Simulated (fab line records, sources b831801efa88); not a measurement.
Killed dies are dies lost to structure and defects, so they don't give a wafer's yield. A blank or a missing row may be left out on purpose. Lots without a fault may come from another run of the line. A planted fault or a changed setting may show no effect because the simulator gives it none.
fab line records | flow sky130
record lots=5 wafers=15 last_day=50
route steps=708 shown LDD_LDN@292 SPACER@304 POLY_CUT@307 SD_P@320
lots that met no fault: from a run of the same line without faults
start_h: hours from the record's first day to the start of the lot's first wafer shown | wait_h: hours since the lot's step before | " the same as in the row above | L1.1+2: a row that stands for several wafers | - no value, or no start given | * or withheld: withheld | < > ~ a bound
route shown NAME@n: a module of which the file shows steps, and the number in the route of the first | usual: mean/standard deviation of fault-free wafers | same: alike in all rows | chamber/n: place in a boat | sites: the reading at each site | _std_site: their standard deviation | _edge_site: outer sites' mean less inner sites' | radius_mm: how far each site lies from the wafer's centre | mask NAME#n: copy n | behind: the tool/chamber that last shaped the wafer | hold: why the lot was held/for how many hours/how that ended | device: the transistor (n, p or np) that didn't switch | end of line: the same wafers' tests at the end of the route | a step without rows: its recipe alone | killed: dies lost to structure and defects at the first sort, not the wafer's yield | map: a wafer's dies, x killed, . not, _ none there
set.NAME: the setting as run; set.NAME@STEP: as run at that earlier step | model.NAME: the simulator's own value behind a step, which no gauge read
lots at some steps of the route; a table a step, a row a wafer
services: from which hour (start_h, from the record's first day; less than 0 if before it) a tool's chamber was out of use, for how many hours, and why
## steps
# step SKY_LDD_LDN_SOFTBAKE_03
# recipe temp_c=90 time_s=60 resist=NOVOLAK
# columns lot.wafer tool chamber start_h wait_h
L076.4+5+6 litho_track-02 0 534.98 0.1
L087.1+5+6 litho_track-04 0 632.02 0.1
L093.2+4+5 litho_track-04 0 675.35 0.1
L094.1+2+3 litho_track-03 0 677.12 0.1
L097.2+4+5 litho_track-02 0 710.88 0.1
# step SKY_LDD_LDN_EXPOSE_04
# recipe mask_id=LDNTM na=0.6 source_shape=conventional sigma_outer=0.6 polarization=unpolarized target_cd_nm=700 dose_mj=140
# usual exposure_dose_mJ_cm2=140.00/0.12
# columns lot.wafer tool chamber start_h wait_h mask exposure_dose_mJ_cm2
L076.4 iline_stepper-01 0 - - LDNTM#0 139.92
L076.5 " 0 " " LDNTM#0 139.95
L076.6 " 0 " " LDNTM#0 140.05
L087.1 iline_stepper-02 0 - - LDNTM#0 140.18
L087.5 " 0 " " LDNTM#0 140.14
L087.6 " 0 " " LDNTM#0 139.97
L093.2 iline_stepper-01 0 - - LDNTM#0 139.86
L093.4 " 0 " " LDNTM#0 139.90
L093.5 " 0 " " LDNTM#0 139.92
L094.1 iline_stepper-01 0 - - LDNTM#0 139.90
L094.2 " 0 " " LDNTM#0 139.82
L094.3 " 0 " " LDNTM#0 140.12
L097.2 iline_stepper-01 0 - - LDNTM#0 139.88
L097.4 " 0 " " LDNTM#0 140.04
L097.5 " 0 " " LDNTM#0 139.83
# step SKY_LDD_LDN_PEB_05
# recipe temp_c=withheld time_s=* resist=NOVOLAK
# columns lot.wafer tool chamber start_h wait_h
L076.4+5+6 litho_track-02 0 - -
L087.1+5+6 litho_track-02 0 - -
L093.2+4+5 litho_track-03 0 - -
L094.1+2+3 litho_track-04 0 - -
L097.2+4+5 litho_track-02 0 - -
# step SKY_LDD_LDN_DEVELOP_06
# recipe resist=NOVOLAK developer=TMAH develop_time_s=60 dev_temp_c=23
# columns lot.wafer tool chamber start_h wait_h
L076.4+5+6 litho_track-02 0 550.38 0.1
L087.1+5+6 litho_track-02 0 646.50 0.1
L093.2+4+5 litho_track-03 0 689.50 0.1
L094.1+2+3 litho_track-04 0 691.32 0.1
L097.2+4+5 litho_track-02 0 724.18 0.1
# step SKY_LDD_LDN_OVL_MEAS_07
# usual LDD_LDN_OVL=-1.1/1.3
# columns lot.wafer tool chamber start_h wait_h LDD_LDN_OVL[nm]
L076.4 overlay-01 - 550.47 0.1 -2.0
L076.5 " - " " -4.0
L076.6 " - " " -2.4
L087.1 overlay-02 - 646.65 0.1 1.6
L087.5 " - " " 2.0
L087.6 " - " " 0.5
L093.2 overlay-01 - 689.63 0.1 -0.9
L093.4 " - " " -0.8
L093.5 " - " " 0.1
L094.1 overlay-01 - 691.47 0.1 -0.8
L094.2 " - " " 0.4
L094.3 " - " " 0.5
L097.2 overlay-01 - 724.31 0.1 0.0
L097.4 " - " " 0.6
L097.5 " - " " 1.1
# step SKY_LDD_LDN_IMPLANT_08
# recipe species=As energy_kev=15 dose_cm2=1.25e+13 tilt_deg=withheld rotation_deg=23
# usual dose_ions_cm2=1.2501e+13/1.3e+10
# same implant_ion_amu=75
# columns lot.wafer tool chamber start_h wait_h dose_ions_cm2
L076.4 implanter-02 0 550.56 0.1 1.2493e+13
L076.5 " 0 " " 1.2494e+13
L076.6 " 0 " " 1.2476e+13
L087.1 implanter-03 0 646.69 0.0 1.2502e+13
L087.5 " 0 " " 1.2512e+13
L087.6 " 0 " " 1.2491e+13
L093.2 implanter-02 0 689.68 0.0 1.2472e+13
L093.4 " 0 " " 1.2509e+13
L093.5 " 0 " " 1.2519e+13
L094.1 implanter-03 0 691.51 0.0 1.2506e+13
L094.2 " 0 " " 1.2496e+13
L094.3 " 0 " " 1.2502e+13
L097.2 implanter-03 0 724.36 0.0 1.2477e+13
L097.4 " 0 " " 1.2493e+13
L097.5 " 0 " " 1.2501e+13
# step SKY_LDD_LDN_IMPLANT_09
# recipe species=As energy_kev=15 dose_cm2=1.25e+13 tilt_deg=withheld rotation_deg=113
# usual dose_ions_cm2=1.2501e+13/1.4e+10
# same implant_ion_amu=75
# columns lot.wafer tool chamber start_h wait_h dose_ions_cm2
L076.4 implanter-02 0 550.71 0.1 1.2509e+13
L076.5 " 0 " " 1.2481e+13
L076.6 " 0 " " 1.2503e+13
L087.1 implanter-03 0 646.84 0.1 1.2478e+13
L087.5 " 0 " " 1.2493e+13
L087.6 " 0 " " 1.2489e+13
L093.2 implanter-02 0 689.83 0.1 1.25e+13
L093.4 " 0 " " 1.2469e+13
L093.5 " 0 " " 1.2496e+13
L094.1 implanter-03 0 691.66 0.1 1.2471e+13
L094.2 " 0 " " 1.2482e+13
L094.3 " 0 " " 1.2464e+13
L097.2 implanter-03 0 724.51 0.1 1.2501e+13
L097.4 " 0 " " 1.2517e+13
L097.5 " 0 " " 1.2522e+13
# step SKY_LDD_LDN_IMPLANT_10
# recipe species=As energy_kev=15 dose_cm2=1.25e+13 tilt_deg=withheld rotation_deg=203
# usual dose_ions_cm2=1.2501e+13/1.2e+10
# same implant_ion_amu=75
# columns lot.wafer tool chamber start_h wait_h dose_ions_cm2
L076.4 implanter-02 0 550.86 0.1 1.2539e+13
L076.5 " 0 " " 1.2526e+13
L076.6 " 0 " " 1.2497e+13
L087.1 implanter-03 0 646.99 0.1 1.2486e+13
L087.5 " 0 " " 1.2508e+13
L087.6 " 0 " " 1.2488e+13
L093.2 implanter-02 0 689.98 0.1 1.2482e+13
L093.4 " 0 " " 1.2495e+13
L093.5 " 0 " " 1.2503e+13
L094.1 implanter-03 0 691.81 0.1 1.2524e+13
L094.2 " 0 " " 1.2516e+13
L094.3 " 0 " " 1.2509e+13
L097.2 implanter-03 0 724.66 0.1 1.2507e+13
L097.4 " 0 " " 1.2499e+13
L097.5 " 0 " " 1.2523e+13
# step SKY_LDD_LDN_IMPLANT_11
# recipe species=As energy_kev=15 dose_cm2=1.25e+13 tilt_deg=withheld rotation_deg=293
# usual dose_ions_cm2=1.2501e+13/1.4e+10
# same implant_ion_amu=75
# columns lot.wafer tool chamber start_h wait_h dose_ions_cm2
L076.4 implanter-02 0 551.01 0.1 1.2465e+13
L076.5 " 0 " " 1.2475e+13
L076.6 " 0 " " 1.2488e+13
L087.1 implanter-03 0 647.14 0.1 1.2509e+13
L087.5 " 0 " " 1.2515e+13
L087.6 " 0 " " 1.2492e+13
L093.2 implanter-02 0 690.13 0.1 1.2503e+13
L093.4 " 0 " " 1.2488e+13
L093.5 " 0 " " 1.2501e+13
L094.1 implanter-03 0 691.96 0.1 1.248e+13
L094.2 " 0 " " 1.2496e+13
L094.3 " 0 " " 1.2495e+13
L097.2 implanter-03 0 724.81 0.1 1.2529e+13
L097.4 " 0 " " 1.2518e+13
L097.5 " 0 " " 1.2511e+13
# step SKY_LDD_LDN_STRIP_12
# recipe chemistry=O2/N2 power_w=1400 pressure_mtorr=1500 platen_temp_c=withheld o2_flow_sccm=3000 n2_flow_sccm=300 overash_fraction=0.5
# usual drypump_motor_current_A=5.9/0.51 oes_product_au=0.715/0.0044 strip_time_to_endpoint_s=14.17/0.037
# same overash_fraction=0.5
# columns lot.wafer tool chamber start_h wait_h drypump_motor_current_A oes_product_au rf_hours_counter_h strip_time_to_endpoint_s
L076.4 plasma_asher-01 1 551.12 0.1 5.8 0.715 - 14.19
L076.5 " 0 " " 6.6 0.718 - 14.19
L076.6 " 1 " " 5.8 0.715 - 14.18
L087.1 plasma_asher-03 1 647.29 0.1 6.2 0.715 22 14.18
L087.5 " 1 " " 6.2 0.709 - 14.07
L087.6 " 0 " " 5.9 0.721 - 14.12
L093.2 plasma_asher-02 1 690.26 0.1 6.1 0.712 86 14.15
L093.4 " 1 " " 6.0 0.715 - 14.19
L093.5 " 0 " " 5.0 0.719 - 14.19
L094.1 plasma_asher-01 0 692.11 0.1 6.6 0.717 59 14.18
L094.2 " 1 " " 5.8 0.715 59 14.13
L094.3 " 1 " " 5.9 0.719 - 14.17
L097.2 plasma_asher-02 1 724.94 0.1 6.0 0.720 89 14.13
L097.4 " 1 " " 6.1 0.719 - 14.17
L097.5 " 0 " " 5.0 0.710 - 14.17
# step SKY_LDD_LDN_TW_MEAS_13
# usual LDD_LDN_TW=1476/17
# columns lot.wafer tool chamber start_h wait_h LDD_LDN_TW
L076.4 film_metro-01 - 551.22 0.1 1474
L076.5 " - " " 1480
L076.6 " - " " 1478
L087.1 film_metro-02 - 647.39 0.1 1470
L087.5 " - " " 1467
L087.6 " - " " 1468
L093.2 film_metro-01 - 690.37 0.1 1466
L093.4 " - " " 1455
L093.5 " - " " 1463
L094.1 film_metro-02 - 692.21 0.1 1466
L094.2 " - " " 1471
L094.3 " - " " 1476
L097.2 film_metro-02 - 725.05 0.1 1462
L097.4 " - " " 1466
L097.5 " - " " 1463
# step SKY_LDD_LDN_CLEAN_14
# recipe chemistry=SC1/SC2 mix=1:4:20 temp_c=70 time_s=150 dry=n2_spin
# usual bath_heat_duty_pct=14.0/1.3
# columns lot.wafer tool chamber start_h wait_h bath_heat_duty_pct
L076.4 wet_bench-04 3 551.25 0.0 15.9
L076.5 " 3 " " 12.7
L076.6 " 3 " " 14.1
L087.1 wet_bench-03 2 647.45 0.1 15.0
L087.5 " 2 " " 14.5
L087.6 " 2 " " 15.2
L093.2 wet_bench-04 3 690.42 0.0 13.7
L093.4 " 3 " " 13.7
L093.5 " 3 " " 13.3
L094.1 wet_bench-03 2 692.27 0.1 14.3
L094.2 " 2 " " 16.3
L094.3 " 2 " " 15.0
L097.2 wet_bench-03 3 725.10 0.0 13.2
L097.4 " 3 " " 14.3
L097.5 " 3 " " 13.9
# step SKY_SPACER_CVD_00
# recipe material=Si3N4 precursor=DCS/NH3 target_thk_nm=43.1 temp_c=770 time_s=740 pressure_mtorr=250
# usual spike_tc_bottom_C=791.4/1.2 zone_power_lower_pct=11.88/0.11
# columns lot.wafer tool chamber start_h wait_h spike_tc_bottom_C zone_power_lower_pct
L076.4 lpcvd-02 0 551.36 0.0 790.7 11.84
L076.5 " 0 " " 792.8 11.80
L076.6 " 0 " " 791.5 12.02
L087.1 lpcvd-02 0 647.50 0.0 791.6 11.74
L087.5 " 0 " " 792.4 11.73
L087.6 " 0 " " 791.9 11.93
L093.2 lpcvd-02 1 693.59 3.1 790.9 11.94
L093.4 " 1 " " 791.7 11.92
L093.5 " 1 " " 791.3 11.90
L094.1 lpcvd-02 1 693.59 1.3 791.4 11.93
L094.2 " 1 " " 792.5 12.12
L094.3 " 1 " " 790.1 11.78
L097.2 lpcvd-02 0 725.21 0.0 793.6 11.84
L097.4 " 0 " " 792.5 11.93
L097.5 " 0 " " 793.1 11.81
# step SKY_SPACER_THK_MEAS_01
# recipe reads=Si3N4_of_SPACER_CVD_00
# usual SPACER_CVD_00_THK=43.1/0.41
# columns lot.wafer tool chamber start_h wait_h SPACER_CVD_00_THK[nm]
L076.4 film_metro-04 - 552.59 0.0 42.9
L076.5 " - " " 42.8
L076.6 " - " " 43.0
L087.1 film_metro-03 - 648.70 0.0 43.6
L087.5 " - " " 43.5
L087.6 " - " " 43.4
L094.1 film_metro-04 - 695.40 0.0 43.6
L094.2 " - " " 43.9
L094.3 " - " " 43.4
L093.2 film_metro-02 - 695.41 0.0 42.8
L093.4 " - " " 42.9
L093.5 " - " " 42.9
L097.2 film_metro-03 - 727.03 0.0 43.6
L097.4 " - " " 43.7
L097.5 " - " " 43.5
# step SKY_SPACER_ETCHBACK_02
# recipe chemistry=CH3F/O2 target=Si3N4 stop_on=SiO2 source_w=400 bias_w=80 pressure_mtorr=25 ch3f_flow_sccm=40 O2_flow_sccm=30 time_s=46.7 target_depth_a=450
# usual O2_flow_sccm=30.01/0.088 ch3f_flow_sccm=40.01/0.13 drypump_motor_current_A=5.5/0.37 oes_product_au=0.855/0.006 throttle_valve_pct=10.562/0.0093
# columns lot.wafer tool chamber start_h wait_h O2_flow_sccm ch3f_flow_sccm drypump_motor_current_A oes_product_au rf_hours_counter_h throttle_valve_pct
L076.4 rie_diel-03 2 552.62 0.0 30.03 40.03 5.4 0.848 9 10.573
L076.5 " 3 " " 30.07 39.89 5.9 0.855 - 10.563
L076.6 " 2 " " 30.00 40.07 5.4 0.852 - 10.558
L087.1 rie_diel-03 0 648.76 0.1 30.09 40.21 5.8 0.861 15 10.561
L087.5 " 3 " " 29.97 39.86 5.9 0.865 - 10.573
L087.6 " 0 " " 29.98 40.08 5.8 0.851 - 10.562
L093.2 rie_diel-01 3 695.46 0.0 30.06 40.16 6.1 0.862 12 10.562
L093.4 " 2 " " 29.96 40.06 5.3 0.856 3 10.531
L093.5 " 1 " " 29.91 40.09 6.4 0.853 - 10.590
L094.1 rie_diel-03 2 695.46 0.1 30.05 40.02 5.4 0.863 12 10.556
L094.2 " 3 " " 30.04 40.06 5.9 0.861 32 10.555
L094.3 " 0 " " 29.90 40.11 5.9 0.856 17 10.556
L097.2 rie_diel-03 3 727.08 0.0 29.85 40.01 5.9 0.866 33 10.567
L097.4 " 1 " " 29.96 40.28 5.5 0.864 1 10.568
L097.5 " 2 " " 30.16 40.05 5.4 0.861 - 10.554
# step SKY_POLY_CUT_DEHYDRATE_00
# recipe temp_c=200 time_s=60
# columns lot.wafer tool chamber start_h wait_h
L076.4+5+6 litho_track-04 0 567.00 14.4
L087.1+5+6 litho_track-04 0 662.67 13.9
L093.2+4+5 litho_track-01 0 709.01 13.5
L094.1+2+3 litho_track-04 0 709.32 13.8
L097.2+4+5 litho_track-04 0 740.90 13.8
# step SKY_POLY_CUT_HMDS_01
# recipe prime_time_s=60 prime_temp_c=120
# columns lot.wafer tool chamber start_h wait_h
L076.4+5+6 litho_track-04 0 567.15 0.1
L087.1+5+6 litho_track-04 0 662.82 0.1
L093.2+4+5 litho_track-01 0 709.16 0.1
L094.1+2+3 litho_track-04 0 709.47 0.1
L097.2+4+5 litho_track-04 0 741.05 0.1
# step SKY_POLY_CUT_COAT_02
# recipe resist=BARC temp_c=withheld time_s=withheld spin_rpm=3000 resist_thk_nm=60
# columns lot.wafer tool chamber start_h wait_h
L076.4+5+6 litho_track-04 0 567.30 0.1
L087.1+5+6 litho_track-04 0 662.97 0.1
L093.2+4+5 litho_track-01 0 709.31 0.1
L094.1+2+3 litho_track-04 0 709.62 0.1
L097.2+4+5 litho_track-04 0 741.20 0.1
# step SKY_POLY_CUT_COAT_03
# recipe resist=KrF-thick spin_rpm=3000 resist_thk_nm=450
# columns lot.wafer tool chamber start_h wait_h
L076.4+5+6 litho_track-04 0 - -
L087.1+5+6 litho_track-04 0 - -
L093.2+4+5 litho_track-01 0 - -
L094.1+2+3 litho_track-04 0 - -
L097.2+4+5 litho_track-04 0 - -
# step SKY_POLY_CUT_SOFTBAKE_04
# recipe temp_c=100 time_s=90 resist=KrF-thick
# columns lot.wafer tool chamber start_h wait_h
L076.4+5+6 litho_track-04 0 - -
L087.1+5+6 litho_track-04 0 - -
L093.2+4+5 litho_track-01 0 - -
L094.1+2+3 litho_track-04 0 - -
L097.2+4+5 litho_track-04 0 - -
# step SKY_POLY_CUT_EXPOSE_05
# recipe mask_id=NPCM na=0.8 source_shape=annular sigma_inner=0.55 sigma_outer=0.85 target_cd_nm=270 dose_mj=32
# usual exposure_dose_mJ_cm2=32.00/0.031
# same sigma_inner=0.55
# columns lot.wafer tool chamber start_h wait_h mask exposure_dose_mJ_cm2
L076.4 krf_scanner-02 0 - - NPCM#0 32.01
L076.5 " 0 " " NPCM#0 31.98
L076.6 " 0 " " NPCM#0 32.03
L087.1 krf_scanner-02 0 - - NPCM#0 32.01
L087.5 " 0 " " NPCM#0 31.97
L087.6 " 0 " " NPCM#0 31.99
L093.2 krf_scanner-02 0 - - NPCM#0 32.01
L093.4 " 0 " " NPCM#0 32.02
L093.5 " 0 " " NPCM#0 32.01
L094.1 krf_scanner-01 0 - - NPCM#0 31.94
L094.2 " 0 " " NPCM#0 31.94
L094.3 " 0 " " NPCM#0 31.94
L097.2 krf_scanner-02 0 - - NPCM#0 32.01
L097.4 " 0 " " NPCM#0 32.02
L097.5 " 0 " " NPCM#0 31.97
# step SKY_POLY_CUT_PEB_06
# recipe peb_temp_c=withheld peb_time_s=withheld resist=KrF-thick
# columns lot.wafer tool chamber start_h wait_h
L076.4+5+6 litho_track-03 0 - -
L087.1+5+6 litho_track-04 0 - -
L093.2+4+5 litho_track-03 0 - -
L094.1+2+3 litho_track-01 0 - -
L097.2+4+5 litho_track-04 0 - -
# step SKY_POLY_CUT_DEVELOP_07
# recipe develop_time_s=60 resist=KrF-thick dev_temp_c=21
# columns lot.wafer tool chamber start_h wait_h
L076.4+5+6 litho_track-03 0 - -
L087.1+5+6 litho_track-04 0 - -
L093.2+4+5 litho_track-03 0 - -
L094.1+2+3 litho_track-01 0 - -
L097.2+4+5 litho_track-04 0 - -
# step SKY_POLY_CUT_CD_MEAS_08
# recipe target_cd_nm=270
# usual cd_nm=269.7/1.3
# columns lot.wafer tool chamber start_h wait_h cd_nm
L076.4 cd_sem-02 - 582.88 - 270.0
L076.5 " - " " 268.8
L076.6 " - " " 269.7
L087.1 cd_sem-02 - 677.52 - 271.0
L087.5 " - " " 268.8
L087.6 " - " " 270.1
L093.2 cd_sem-02 - 723.14 - 270.1
L093.4 " - " " 270.4
L093.5 " - " " 269.4
L094.1 cd_sem-02 - 723.34 - 268.3
L094.2 " - " " 268.8
L094.3 " - " " 268.9
L097.2 cd_sem-01 - 754.44 - 269.4
L097.4 " - " " 269.1
L097.5 " - " " 268.6
# step SKY_POLY_CUT_OVL_MEAS_09
# usual POLY_CUT_OVL=0/5.7
# columns lot.wafer tool chamber start_h wait_h POLY_CUT_OVL[nm]
L076.4 overlay-01 - 582.96 0.1 -11
L076.5 " - " " -10
L076.6 " - " " -10
L087.1 overlay-01 - 677.64 0.1 -1
L087.5 " - " " 5
L087.6 " - " " 6
L093.2 overlay-01 - 723.25 0.1 -3
L093.4 " - " " -2
L093.5 " - " " -1
L094.1 overlay-02 - 723.46 0.1 -5
L094.2 " - " " -2
L094.3 " - " " -6
L097.2 overlay-01 - 754.55 0.1 0
L097.4 " - " " -2
L097.5 " - " " 7
# step SKY_POLY_CUT_ETCH_10
# recipe chemistry=N2/H2 target=BARC ion_energy_ev=200 source_w=500 bias_w=100 pressure_mtorr=30 n2_flow_sccm=100 h2_flow_sccm=200 stop_on=SiO2 time_s=45.9 target_depth_a=600
# usual drypump_motor_current_A=5.4/0.48 oes_product_au=0.854/0.0044 throttle_valve_pct=13.224/0.0082
# columns lot.wafer tool chamber start_h wait_h drypump_motor_current_A oes_product_au rf_hours_counter_h throttle_valve_pct
L076.4 rie_diel-04 2 582.98 0.0 5.5 0.853 41 13.214
L076.5 " 1 " " 5.3 0.858 - 13.226
L076.6 " 0 " " 5.3 0.861 - 13.222
L087.1 rie_diel-04 0 677.68 0.0 5.2 0.857 5 13.223
L087.5 " 2 " " 5.4 0.857 - 13.224
L087.6 " 3 " " 4.8 0.853 - 13.223
L093.2 rie_diel-02 1 723.28 0.0 6.3 0.844 4 13.215
L093.4 " 0 " " 5.1 0.850 15 13.215
L093.5 " 3 " " 5.3 0.853 - 13.224
L094.1 rie_diel-04 2 723.49 0.0 5.5 0.853 43 13.229
L094.2 " 3 " " 4.7 0.860 4 13.230
L094.3 " 0 " " 5.2 0.857 6 13.224
L097.2 rie_diel-02 2 754.58 0.0 5.2 0.857 11 13.207
L097.4 " 0 " " 5.1 0.857 - 13.231
L097.5 " 3 " " 5.2 0.864 - 13.218
# step SKY_POLY_CUT_ETCH_11
# recipe target=Si3N4 chemistry=CF4/CH2F2/Ar stop_on=poly-Si source_w=600 bias_w=150 pressure_mtorr=40 cf4_flow_sccm=40 ch2f2_flow_sccm=20 Ar_flow_sccm=150 time_s=42.5 target_depth_a=600
# usual drypump_motor_current_A=5.4/0.48 oes_product_au=0.831/0.0076 throttle_valve_pct=14.996/0.0093
# columns lot.wafer tool chamber start_h wait_h drypump_motor_current_A oes_product_au rf_hours_counter_h throttle_valve_pct
L076.4 rie_diel-04 2 583.02 0.0 5.5 0.835 41 14.987
L076.5 " 1 " " 5.3 0.828 - 14.997
L076.6 " 0 " " 5.2 0.835 - 14.986
L087.1 rie_diel-04 0 677.72 0.0 5.2 0.837 5 14.998
L087.5 " 2 " " 5.5 0.831 - 15.012
L087.6 " 3 " " 4.8 0.837 - 14.979
L093.2 rie_diel-02 1 723.32 0.0 6.3 0.835 4 14.996
L093.4 " 0 " " 5.1 0.841 15 14.984
L093.5 " 3 " " 5.2 0.824 - 15.013
L094.1 rie_diel-04 2 723.54 0.0 5.5 0.832 43 15.004
L094.2 " 3 " " 4.8 0.839 4 14.999
L094.3 " 0 " " 5.2 0.827 6 14.996
L097.2 rie_diel-02 2 754.62 0.0 5.3 0.820 11 15.002
L097.4 " 0 " " 5.1 0.820 - 15.003
L097.5 " 3 " " 5.2 0.830 - 14.990
# step SKY_POLY_CUT_STRIP_12
# recipe chemistry=O2/N2 power_w=1400 pressure_mtorr=1500 platen_temp_c=withheld o2_flow_sccm=3000 n2_flow_sccm=300 overash_fraction=0.5
# usual drypump_motor_current_A=6.0/0.47 oes_product_au=0.453/0.0041 strip_time_to_endpoint_s=5.352/0.02
# same overash_fraction=0.5
# columns lot.wafer tool chamber start_h wait_h drypump_motor_current_A oes_product_au rf_hours_counter_h strip_time_to_endpoint_s
L076.4 plasma_asher-04 1 583.09 0.1 5.8 0.446 - 5.335
L076.5 " 0 " " 6.6 0.442 - 5.345
L076.6 " 1 " " 5.8 0.459 - 5.320
L087.1 plasma_asher-03 0 677.76 0.0 5.9 0.456 25 5.372
L087.5 " 1 " " 6.2 0.458 - 5.360
L087.6 " 0 " " 5.9 0.452 - 5.354
L093.2 plasma_asher-04 1 723.36 0.0 5.8 0.459 103 5.357
L093.4 " 0 " " 6.6 0.458 - 5.363
L093.5 " 0 " " 6.6 0.455 - 5.335
L094.1 plasma_asher-03 1 723.58 0.0 6.2 0.451 30 5.362
L094.2 " 0 " " 6.0 0.449 30 5.359
L094.3 " 1 " " 6.2 0.457 - 5.377
L097.2 plasma_asher-04 0 754.66 0.0 6.6 0.452 1 5.339
L097.4 " 0 " " 6.6 0.447 - 5.358
L097.5 " 0 " " 6.6 0.453 - 5.357
# step SKY_SD_P_DEHYDRATE_00
# recipe temp_c=200 time_s=60
# columns lot.wafer tool chamber start_h wait_h
L076.4+5+6 litho_track-03 0 596.65 13.5
L087.1+5+6 litho_track-03 0 691.72 13.9
L093.2+4+5 litho_track-03 0 737.15 13.8
L094.1+2+3 litho_track-03 0 737.72 14.1
L097.2+4+5 litho_track-03 0 768.70 14.0
# step SKY_SD_P_HMDS_01
# recipe prime_time_s=60 prime_temp_c=120
# columns lot.wafer tool chamber start_h wait_h
L076.4+5+6 litho_track-03 0 596.80 0.1
L087.1+5+6 litho_track-03 0 691.87 0.1
L093.2+4+5 litho_track-03 0 737.30 0.1
L094.1+2+3 litho_track-03 0 737.87 0.1
L097.2+4+5 litho_track-03 0 768.85 0.1
# step SKY_SD_P_COAT_02
# recipe resist=NOVOLAK spin_rpm=3000 resist_thk_nm=1140
# columns lot.wafer tool chamber start_h wait_h
L076.4+5+6 litho_track-03 0 596.95 0.1
L087.1+5+6 litho_track-03 0 692.02 0.1
L093.2+4+5 litho_track-03 0 737.45 0.1
L094.1+2+3 litho_track-03 0 738.02 0.1
L097.2+4+5 litho_track-03 0 769.00 0.1
# step SKY_SD_P_SOFTBAKE_03
# recipe temp_c=90 time_s=60 resist=NOVOLAK
# columns lot.wafer tool chamber start_h wait_h
L076.4+5+6 litho_track-03 0 597.10 0.1
L087.1+5+6 litho_track-03 0 692.17 0.1
L093.2+4+5 litho_track-03 0 737.60 0.1
L094.1+2+3 litho_track-03 0 738.17 0.1
L097.2+4+5 litho_track-03 0 769.15 0.1
# step SKY_SD_P_EXPOSE_04
# recipe mask_id=PSDM na=0.6 source_shape=conventional sigma_outer=0.6 polarization=unpolarized target_cd_nm=380 dose_mj=138
# usual exposure_dose_mJ_cm2=138.02/0.11
# columns lot.wafer tool chamber start_h wait_h mask exposure_dose_mJ_cm2
L076.4 iline_stepper-01 0 - - PSDM#0 138.12
L076.5 " 0 " " PSDM#0 138.14
L076.6 " 0 " " PSDM#0 137.94
L087.1 iline_stepper-02 0 - - PSDM#0 138.09
L087.5 " 0 " " PSDM#0 137.84
L087.6 " 0 " " PSDM#0 137.85
L093.2 iline_stepper-01 0 - - PSDM#0 138.01
L093.4 " 0 " " PSDM#0 137.97
L093.5 " 0 " " PSDM#0 138.21
L094.1 iline_stepper-02 0 - - PSDM#0 138.15
L094.2 " 0 " " PSDM#0 137.89
L094.3 " 0 " " PSDM#0 137.96
L097.2 iline_stepper-01 0 - - PSDM#0 138.05
L097.4 " 0 " " PSDM#0 137.91
L097.5 " 0 " " PSDM#0 137.99
# step SKY_SD_P_PEB_05
# recipe temp_c=withheld time_s=* resist=NOVOLAK
# columns lot.wafer tool chamber start_h wait_h
L076.4+5+6 litho_track-02 0 - -
L087.1+5+6 litho_track-03 0 - -
L094.1+2+3 litho_track-01 0 - -
L093.2+4+5 litho_track-03 0 - -
L097.2+4+5 litho_track-03 0 - -
# step SKY_SD_P_DEVELOP_06
# recipe resist=NOVOLAK developer=TMAH develop_time_s=60 dev_temp_c=23
# columns lot.wafer tool chamber start_h wait_h
L076.4+5+6 litho_track-02 0 612.03 0.1
L087.1+5+6 litho_track-03 0 705.12 0.1
L094.1+2+3 litho_track-01 0 751.44 0.1
L093.2+4+5 litho_track-03 0 751.45 0.1
L097.2+4+5 litho_track-03 0 782.65 0.1
# step SKY_SD_P_CD_MEAS_07
# recipe target_cd_nm=380
# usual cd_nm=379.6/2.6
# columns lot.wafer tool chamber start_h wait_h cd_nm
L076.4 cd_sem-01 - 612.16 0.1 382.1
L076.5 " - " " 382.6
L076.6 " - " " 380.6
L087.1 cd_sem-02 - 705.27 0.1 374.3
L087.5 " - " " 375.7
L087.6 " - " " 378.0
L094.1 cd_sem-01 - 751.59 0.1 379.2
L094.2 " - " " 381.2
L094.3 " - " " 379.4
L093.2 cd_sem-02 - 751.59 0.1 381.1
L093.4 " - " " 380.9
L093.5 " - " " 380.1
L097.2 cd_sem-01 - 782.79 0.1 376.4
L097.4 " - " " 376.2
L097.5 " - " " 375.6
# step SKY_SD_P_OVL_MEAS_08
# usual SD_P_OVL=0.7/1.1
# columns lot.wafer tool chamber start_h wait_h SD_P_OVL[nm]
L076.4 overlay-01 - 612.24 0.1 1.0
L076.5 " - " " 1.3
L076.6 " - " " 0.6
L087.1 overlay-02 - 705.39 0.1 -0.6
L087.5 " - " " -0.1
L087.6 " - " " -0.4
L093.2 overlay-02 - 751.70 0.1 2.4
L093.4 " - " " 3.0
L093.5 " - " " 1.7
L094.1 overlay-02 - 751.73 0.1 1.9
L094.2 " - " " 1.9
L094.3 " - " " 2.4
L097.2 overlay-01 - 782.90 0.1 0.0
L097.4 " - " " -0.4
L097.5 " - " " 0.3
# step SKY_SD_P_IMPLANT_09
# recipe species=BF2 energy_kev=20 dose_cm2=3e+15 tilt_deg=0
# usual dose_ions_cm2=2.999e+15/3.2e+12
# same implant_ion_amu=49
# columns lot.wafer tool chamber start_h wait_h dose_ions_cm2
L076.4 implanter-01 0 612.33 0.1 3e+15
L076.5 " 0 " " 2.995e+15
L076.6 " 0 " " 2.998e+15
L087.1 implanter-04 0 705.43 0.0 2.995e+15
L087.5 " 0 " " 3.001e+15
L087.6 " 0 " " 2.998e+15
L093.2 implanter-01 0 751.75 0.0 2.992e+15
L093.4 " 0 " " 3e+15
L093.5 " 0 " " 2.997e+15
L094.1 implanter-04 0 751.76 0.0 3.002e+15
L094.2 " 0 " " 3.002e+15
L094.3 " 0 " " 3.001e+15
L097.2 implanter-01 0 782.95 0.0 2.994e+15
L097.4 " 0 " " 2.996e+15
L097.5 " 0 " " 2.996e+15
## services
# columns tool chamber start_h hours kind
rie_diel-04 0 534.14 5.5 repair
rie_diel-02 3 568.80 5.9 repair
krf_scanner-02 - 569.40 0.8 pm
krf_scanner-02 - 583.93 1.0 pm
krf_scanner-02 - 589.08 1.3 pm
rie_diel-03 2 594.05 8.4 repair
rie_diel-02 - 611.36 1.4 repair
iline_stepper-01 - 623.63 1.2 repair
implanter-02 - 630.42 1.8 repair
implanter-02 - 632.27 3.7 pm
lpcvd-02 - 643.94 0.7 repair
lpcvd-02 - 644.61 2.8 pm
rie_diel-04 - 645.29 9.1 repair
krf_scanner-02 - 663.72 4.0 pm
rie_diel-04 - 674.73 0.5 repair
rie_diel-02 - 675.09 2.8 pm
iline_stepper-01 - 701.99 1.7 pm
rie_diel-04 - 709.61 2.8 pm
rie_diel-02 2 713.09 2.4 repair
implanter-02 - 726.92 2.0 repair
rie_diel-03 0 731.44 5.1 repair
implanter-03 - 748.19 4.6 repair
implanter-02 - 763.69 1.6 pm
rie_diel-04 2 773.00 38.9 repair
## key
fault none
